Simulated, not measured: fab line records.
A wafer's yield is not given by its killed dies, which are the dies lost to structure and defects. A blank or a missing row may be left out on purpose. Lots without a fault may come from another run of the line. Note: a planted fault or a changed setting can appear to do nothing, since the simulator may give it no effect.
Which tool is to blame? :: flow sky130 :: at 1 step of a route of 708, 11 lots with 33 wafers sampled

WHAT EACH GAUGE READ, for each wafer
SKY_LOCAL_INTERCONNECT_OVL_MEAS_12.
lot: L885
measured: day 29 19:25
on: overlay-02
LOCAL_INTERCONNECT_OVL (nm): 4 8 4

lot: L888
measured: day 32 13:14
on: overlay-02
LOCAL_INTERCONNECT_OVL (nm): 5 -5 -16

lot: L891
measured: day 32 16:19
on: overlay-02
LOCAL_INTERCONNECT_OVL (nm): 3 2 3

lot: L890
measured: day 32 19:23
on: overlay-01
LOCAL_INTERCONNECT_OVL (nm): 5 10 9

lot: L896
measured: day 33 21:44
on: overlay-02
LOCAL_INTERCONNECT_OVL (nm): 4 4 2

lot: L897
measured: day 34 04:05
on: overlay-01
LOCAL_INTERCONNECT_OVL (nm): -5 -2 3

lot: L898
measured: day 34 07:22
on: overlay-02
LOCAL_INTERCONNECT_OVL (nm): 2 -5 3

lot: L899
measured: day 34 19:49
on: overlay-02
LOCAL_INTERCONNECT_OVL (nm): -1 -2 -4

lot: L901
measured: day 35 21:31
on: overlay-02
LOCAL_INTERCONNECT_OVL (nm): 5 -7 -6

lot: L907
measured: day 37 09:55
on: overlay-02
LOCAL_INTERCONNECT_OVL (nm): -3 6 4

lot: L908
measured: day 37 14:43
on: overlay-01
LOCAL_INTERCONNECT_OVL (nm): 17 7 12

TOOL THAT RAN EACH LOT (tool first, then ch and the chambers of the sampled wafers, then the start)
No process step before these readings appears in the record.

AS READ BY THE TOOLS THEMSELVES (means over the sampled wafers that have a number; for cases with no such wafer, the mark the record gives instead)
The record holds no such reading with a usual standard deviation.

THE ANSWER, worked out from the rows above alone
Rule: what is usual is taken from the lots themselves. Put in order of their means at a reading, lots are off if they are a third of the lots or fewer, leave a main group of 4 or more, and stand apart from it by a gap of 3 or more times the standard deviation of the main group's means; of several such gaps the widest counts. A main group whose means are all the same, to the digits that the tables above print for the reading, isn't used. A lot without any number at a reading at which 4 lots or more have one is off too. The other lots that the step has rows for count as sound. After the gauges, taken in route order, come the tools' own readings; for these a lot's mean is taken, as printed above. The first step at which some lot is off is used, and at that step the reading that is off furthest; a lot without a number counts as furthest.
No lot is off at any reading shown: from this, nothing can be told.

WHAT THE SIMULATOR HAD INSERTED
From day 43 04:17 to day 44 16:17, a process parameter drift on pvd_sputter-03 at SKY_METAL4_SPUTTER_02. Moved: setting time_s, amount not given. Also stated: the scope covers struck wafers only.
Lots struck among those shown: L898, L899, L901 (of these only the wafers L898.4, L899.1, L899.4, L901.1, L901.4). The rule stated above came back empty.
